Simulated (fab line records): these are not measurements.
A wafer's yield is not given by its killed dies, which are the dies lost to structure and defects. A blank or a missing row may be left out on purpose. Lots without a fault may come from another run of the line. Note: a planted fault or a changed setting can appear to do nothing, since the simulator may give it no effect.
fab line records    flow sky130
record: lots: 6  wafers: 18  last_day: 50
route steps=708 shown LDD_N@241 PAD_OPEN@708
lots that met no fault: from a run of the same line without faults
start_h: hours from the record's opening day to when the first of the lot's shown wafers began    wait_h: time in hours since the lot's previous step    " repeats the value in the row above    L1.1+2: one row covering several wafers at once    - no value present, or no start provided    * or withheld: withheld    < > ~ a bound
route shown NAME@n: names a module that has steps shown in the file, with the first one's number in the route    usual: the fault-free wafers' mean and standard deviation    same: alike in all rows    chamber/n: place in a boat    sites: the reading at each site    _std_site: the standard deviation of these    _edge_site: mean of outer sites minus mean of inner sites    radius_mm: how far each site lies from the wafer's centre    mask NAME#n: copy n    behind: the tool/chamber that last shaped the wafer    hold: why the lot was held/for how many hours/how that ended    device: whichever transistor did not switch (one of n, p or np)    end of line: the same wafers' tests at the end of the route    a step given without rows: its recipe and nothing more    killed: at the first sort, the dies lost to defects and structure; wafer yield is something else    map: a wafer's dies, x killed, . not, _ none there
set.NAME: setting as actually run; set.NAME@STEP: the setting as run at that earlier step    model.NAME: the simulator's own value behind a step, which no gauge read
lots at some steps of the route; a table a step, a row a wafer
services: a tool's chamber out of use, with start hour (start_h, from the record's first day; less than 0 if before it), hours out, and reason
== steps ==
step: SKY_LDD_N_EXPOSE_04
recipe: mask_id: NTM  target_cd_nm: 840  na: 0.6  source_shape: conventional  sigma_outer: 0.6  dose_mj: 111.1
step: SKY_LDD_N_PEB_05
recipe: temp_c: withheld  time_s: *  resist: NOVOLAK
step: SKY_LDD_N_DEVELOP_06
recipe: develop_time_s: 60  dev_temp_c: 23
step: SKY_LDD_N_OVL_MEAS_07
usual: LDD_N_OVL: 0.2/1.1
lot.wafer  tool        chamber  start_h  wait_h  LDD_N_OVL[nm]
L987.1     overlay-01  -        458.57   0.1     1.1
L987.2     "           -        "        "       1.0
L987.5     "           -        "        "       -0.1
L989.2     overlay-02  -        476.30   0.1     -0.4
L989.3     "           -        "        "       0.1
L989.4     "           -        "        "       1.1
L994.1     overlay-01  -        528.81   0.1     1.9
L994.3     "           -        "        "       -0.5
L994.5     "           -        "        "       1.4
L996.2     overlay-01  -        539.20   0.1     0.9
L996.3     "           -        "        "       -0.9
L996.6     "           -        "        "       0.0
L995.1     overlay-01  -        540.06   0.1     -1.1
L995.4     "           -        "        "       0.0
L995.6     "           -        "        "       -0.2
L104.2     overlay-01  -        597.82   0.1     -1.3
L104.3     "           -        "        "       -0.1
L104.5     "           -        "        "       -1.4
step: SKY_LDD_N_IMPLANT_08
recipe: species: As  energy_kev: 20  dose_cm2: 7.5e+13  tilt_deg: withheld  rotation_deg: 23
step: SKY_LDD_N_IMPLANT_09
recipe: species: As  energy_kev: 20  dose_cm2: 7.5e+13  tilt_deg: withheld  rotation_deg: 113
step: SKY_LDD_N_IMPLANT_10
recipe: species: As  energy_kev: 20  dose_cm2: 7.5e+13  tilt_deg: withheld  rotation_deg: 203
step: SKY_LDD_N_IMPLANT_11
recipe: species: As  energy_kev: 20  dose_cm2: 7.5e+13  tilt_deg: withheld  rotation_deg: 293
step: SKY_LDD_N_IMPLANT_12
recipe: species: BF2  energy_kev: 50  dose_cm2: 5e+12  tilt_deg: 30  rotation_deg: 0
step: SKY_LDD_N_IMPLANT_13
recipe: species: BF2  energy_kev: 50  dose_cm2: 5e+12  tilt_deg: 30  rotation_deg: 90
step: SKY_LDD_N_IMPLANT_14
recipe: species: BF2  energy_kev: 50  dose_cm2: 5e+12  tilt_deg: 30  rotation_deg: 180
step: SKY_LDD_N_IMPLANT_15
recipe: species: BF2  energy_kev: 50  dose_cm2: 5e+12  tilt_deg: 30  rotation_deg: 270
step: SKY_LDD_N_STRIP_16
recipe: chemistry: O2/N2  power_w: 1400  pressure_mtorr: 1500  platen_temp_c: withheld  o2_flow_sccm: 3000  n2_flow_sccm: 300  overash_fraction: 0.5
usual: drypump_motor_current_A: 5.73/0.18  o2_flow_sccm: 3001/7.5  oes_product_au: 0.407/0.0047  overash_fraction: 0.5/0  strip_time_to_endpoint_s: 4.317/0.016
lot.wafer  tool             chamber  start_h  wait_h  drypump_motor_current_A  o2_flow_sccm  oes_product_au  overash_fraction  rf_hours_counter_h  strip_time_to_endpoint_s
L987.1     plasma_asher-04  1        459.81   0.1     5.76                     3012          0.409           0.5               3                   4.332
L987.2     "                0        "        "       5.78                     3007          0.406           0.5               3                   4.332
L987.5     "                0        "        "       5.79                     2995          0.408           0.5               -                   4.321
L989.2     plasma_asher-04  0        477.53   0.1     5.79                     2998          0.401           0.5               5                   4.284
L989.3     "                0        "        "       5.82                     3009          0.412           0.5               -                   4.306
L989.4     "                1        "        "       5.81                     3007          0.414           0.5               -                   4.328
L994.1     plasma_asher-04  0        530.05   0.1     5.81                     3005          0.407           0.7               11                  4.287
L994.3     "                1        "        "       5.77                     3013          0.407           0.5               -                   4.305
L994.5     "                1        "        "       5.77                     3006          0.409           0.5               -                   4.296
L996.2     plasma_asher-04  0        540.43   0.1     5.80                     2994          0.414           0.7               11                  4.310
L996.3     "                0        "        "       5.79                     2998          0.410           0.7               -                   4.319
L996.6     "                0        "        "       5.80                     2991          0.402           0.7               -                   4.340
L995.1     plasma_asher-02  1        541.30   0.1     5.51                     3000          0.407           0.5               89                  4.318
L995.4     "                0        "        "       5.65                     2992          0.395           0.5               -                   4.289
L995.6     "                1        "        "       5.53                     3005          0.405           0.5               -                   4.332
L104.2     plasma_asher-02  0        599.05   0.1     5.64                     2995          0.405           0.5               95                  4.287
L104.3     "                0        "        "       5.66                     3005          0.412           0.5               -                   4.278
L104.5     "                0        "        "       5.65                     2998          0.404           0.5               -                   4.303
step: SKY_LDD_N_TW_MEAS_17
usual: LDD_N_TW: 2596/17
lot.wafer  tool           chamber  start_h  wait_h  LDD_N_TW
L987.1     film_metro-01  -        459.91   0.1     2627
L987.2     "              -        "        "       2622
L987.5     "              -        "        "       2606
L989.2     film_metro-01  -        477.64   0.1     2607
L989.3     "              -        "        "       2629
L989.4     "              -        "        "       2620
L994.1     film_metro-01  -        530.15   0.1     2611
L994.3     "              -        "        "       2599
L994.5     "              -        "        "       2613
L996.2     film_metro-01  -        540.54   0.1     2610
L996.3     "              -        "        "       2611
L996.6     "              -        "        "       2601
L995.1     film_metro-01  -        541.40   0.1     2604
L995.4     "              -        "        "       2597
L995.6     "              -        "        "       2603
L104.2     film_metro-04  -        599.16   0.1     2588
L104.3     "              -        "        "       2596
L104.5     "              -        "        "       2596
step: SKY_PAD_OPEN_PROBE_99
usual: killed_at_M0_to_M3: 43/7.6  killed_at_M4_up: 2.9/1.9  killed_at_contacts: 24/5  killed_at_front_end: 15/4.3  killed_at_other: 0.3/0.54  killed_dies: 85/10  killed_open: 47/7  killed_short: 38/6.4
same: gross_dies: 492  killed_at_back_side: 0
lot.wafer  tool       chamber  start_h  wait_h  killed_at_M0_to_M3  killed_at_M4_up  killed_at_contacts  killed_at_front_end  killed_at_other  killed_dies  killed_open  killed_short
L987.1     prober-02  -        1114.24  0.1     43                  2                19                  7                    0                71           44           27
L987.2     prober-02  -        1114.29  0.1     31                  1                24                  14                   0                70           36           34
L987.5     prober-02  -        1114.44  0.2     54                  5                25                  17                   0                101          53           48
L989.2     prober-02  -        1127.95  0.1     48                  8                29                  20                   1                106          62           44
L989.3     prober-02  -        1128.00  0.2     38                  3                29                  11                   0                81           43           38
L989.4     prober-02  -        1128.05  0.2     46                  3                25                  23                   0                97           48           49
L994.1     prober-01  -        1161.08  0.1     50                  0                27                  20                   0                97           48           49
L994.3     prober-01  -        1161.18  0.2     46                  2                21                  7                    0                76           41           35
L994.5     prober-01  -        1161.28  0.2     34                  5                29                  8                    0                76           37           39
L996.2     prober-02  -        1168.16  0.1     45                  5                19                  20                   0                89           53           36
L996.3     prober-02  -        1168.21  0.2     51                  5                23                  14                   0                93           53           40
L996.6     prober-02  -        1168.36  0.2     33                  0                23                  18                   0                74           34           40
L995.1     prober-01  -        1169.39  0.1     33                  5                31                  20                   0                89           51           38
L995.4     prober-01  -        1169.54  0.2     42                  1                28                  10                   0                81           48           33
L995.6     prober-01  -        1169.64  0.2     56                  1                23                  13                   0                93           57           36
L104.2     prober-01  -        1199.78  0.1     50                  2                22                  14                   0                88           39           49
L104.3     prober-01  -        1199.83  0.2     53                  0                20                  12                   1                86           45           41
L104.5     prober-01  -        1199.93  0.2     43                  2                24                  14                   0                83           42           41
killed by level:class
L987.1 CONTACT:geometric_particle:open=10 METAL1:geometric_particle:short=9 VIA1:geometric_particle:open=9 VIA2:geometric_particle:open=8 LI_CONTACT:geometric_particle:open=5 VIA3:geometric_particle:open=5 METAL2:geometric_particle:short=4 METAL2:geometric_particle:open=3
L987.2 CONTACT:geometric_particle:open=8 VIA1:geometric_particle:open=7 FIELD_ISO:geometric_particle:short=5 LI_CONTACT:geometric_particle:open=5 LOCAL_INTERCONNECT:geometric_particle:short=5 VIA3:geometric_particle:short=5 CONTACT:geometric_particle:short=4 METAL1:geometric_particle:short=4
L987.5 VIA2:geometric_particle:open=13 CONTACT:geometric_particle:open=10 CONTACT:geometric_particle:short=7 METAL1:geometric_particle:short=7 METAL2:geometric_particle:short=7 LI_CONTACT:geometric_particle:open=6 VIA1:geometric_particle:open=6 FIELD_ISO:geometric_particle:short=4
L989.2 CONTACT:geometric_particle:open=14 VIA1:geometric_particle:open=12 POLY_GATE:geometric_particle:short=9 METAL1:geometric_particle:short=9 VIA3:geometric_particle:open=8 POLY_GATE:geometric_particle:open=7 LI_CONTACT:geometric_particle:open=7 METAL4:geometric_particle:short=4
L989.3 CONTACT:geometric_particle:open=13 VIA1:geometric_particle:open=9 VIA1:geometric_particle:short=9 LOCAL_INTERCONNECT:geometric_particle:short=7 VIA2:geometric_particle:open=5 POLY_GATE:geometric_particle:open=4 LI_CONTACT:geometric_particle:open=3 FIELD_ISO:geometric_particle:short=3
L989.4 CONTACT:geometric_particle:open=13 FIELD_ISO:geometric_particle:short=8 VIA2:geometric_particle:short=7 VIA1:geometric_particle:open=7 POLY_GATE:geometric_particle:open=6 METAL2:geometric_particle:short=6 CONTACT:geometric_particle:short=6 METAL1:geometric_particle:short=6
L994.1 VIA1:geometric_particle:open=12 CONTACT:geometric_particle:short=11 CONTACT:geometric_particle:open=8 VIA2:geometric_particle:open=8 POLY_GATE:geometric_particle:short=6 METAL1:geometric_particle:short=6 FIELD_ISO:geometric_particle:open=5 FIELD_ISO:geometric_particle:short=5
L994.3 VIA1:geometric_particle:open=13 VIA1:geometric_particle:short=10 CONTACT:geometric_particle:open=7 METAL2:geometric_particle:short=6 LI_CONTACT:geometric_particle:open=6 VIA2:geometric_particle:open=5 FIELD_ISO:geometric_particle:open=4 LOCAL_INTERCONNECT:geometric_particle:short=4
L994.5 CONTACT:geometric_particle:open=8 CONTACT:geometric_particle:short=7 LI_CONTACT:geometric_particle:open=6 LOCAL_INTERCONNECT:geometric_particle:short=6 VIA2:geometric_particle:short=6 VIA1:geometric_particle:open=6 METAL1:geometric_particle:short=5 METAL1:geometric_particle:open=4
L996.2 VIA2:geometric_particle:open=13 VIA1:geometric_particle:open=9 LI_CONTACT:geometric_particle:open=8 FIELD_ISO:geometric_particle:open=5 POLY_GATE:geometric_particle:open=5 POLY_GATE:geometric_particle:short=5 CONTACT:geometric_particle:short=5 VIA1:geometric_particle:short=5
L996.3 VIA1:geometric_particle:open=17 CONTACT:geometric_particle:open=9 VIA2:geometric_particle:open=6 LI_CONTACT:geometric_particle:open=5 VIA3:geometric_particle:open=5 METAL3:geometric_particle:short=4 LI_CONTACT:geometric_particle:short=4 VIA3:geometric_particle:short=4
L996.6 CONTACT:geometric_particle:open=9 VIA1:geometric_particle:open=8 LOCAL_INTERCONNECT:geometric_particle:short=6 METAL2:geometric_particle:short=5 FIELD_ISO:geometric_particle:open=4 FIELD_ISO:geometric_particle:short=4 VIA3:geometric_particle:open=4 POLY_GATE:geometric_particle:short=3
L995.1 LI_CONTACT:geometric_particle:open=11 CONTACT:geometric_particle:open=10 FIELD_ISO:geometric_particle:open=6 VIA1:geometric_particle:open=6 METAL4:geometric_particle:short=5 METAL1:geometric_particle:short=5 LOCAL_INTERCONNECT:geometric_particle:short=4 METAL2:geometric_particle:short=4
L995.4 VIA1:geometric_particle:open=13 CONTACT:geometric_particle:open=7 METAL1:geometric_particle:short=7 LI_CONTACT:geometric_particle:open=6 CONTACT:geometric_particle:short=6 VIA2:geometric_particle:open=6 LI_CONTACT:geometric_particle:short=4 VIA3:geometric_particle:open=4
L995.6 VIA1:geometric_particle:open=13 CONTACT:geometric_particle:open=11 VIA2:geometric_particle:open=11 METAL2:geometric_particle:short=6 VIA1:geometric_particle:short=6 VIA3:geometric_particle:open=6 METAL1:geometric_particle:short=5 LI_CONTACT:geometric_particle:open=4
L104.2 METAL2:geometric_particle:short=10 VIA1:geometric_particle:short=8 VIA1:geometric_particle:open=8 CONTACT:geometric_particle:open=7 LI_CONTACT:geometric_particle:open=6 METAL1:geometric_particle:short=6 FIELD_ISO:geometric_particle:open=5 CONTACT:geometric_particle:short=5
L104.3 VIA1:geometric_particle:open=12 VIA1:geometric_particle:short=9 VIA2:geometric_particle:open=8 VIA3:geometric_particle:open=7 METAL2:geometric_particle:short=7 LI_CONTACT:geometric_particle:open=5 CONTACT:geometric_particle:open=5 POLY_GATE:geometric_particle:open=4
L104.5 VIA3:geometric_particle:open=10 VIA1:geometric_particle:open=8 METAL2:geometric_particle:short=7 LI_CONTACT:geometric_particle:open=6 CONTACT:geometric_particle:short=6 CONTACT:geometric_particle:open=6 FIELD_ISO:geometric_particle:short=5 VIA1:geometric_particle:short=4
== services ==
tool             chamber  start_h  hours  kind
plasma_asher-04  -        531.53   8.6    repair
== key ==
first_sign: step: SKY_LDD_N_STRIP_16  reading: overash_fraction  direction: up  sigmas: 99+  usual: 0.5  struck: 0.7
effect none on later readings
met_at SKY_LDD_N_STRIP_16
struck_wafers L994.1,L996.2,L996.3,L996.6
tester_left_out L994,L996
onset_between 477.53 530.05
fault: kind: process_parameter_drift  tool: plasma_asher-04  chamber: 0  onset_h: 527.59  steps: SKY_LDD_N_STRIP_16  channel: overash_fraction  offset: 0.2  shape: step  end_h: 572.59  acts_in: these_recipes_only  stated: 0.5
tester_left_out: of these lots the tester's yield and bins aren't shown, on N5 and GAA mostly nor the transistor test; their killed dies are dies lost to structure and defects alone, not to doping, threshold or leakage, so they don't give the yield
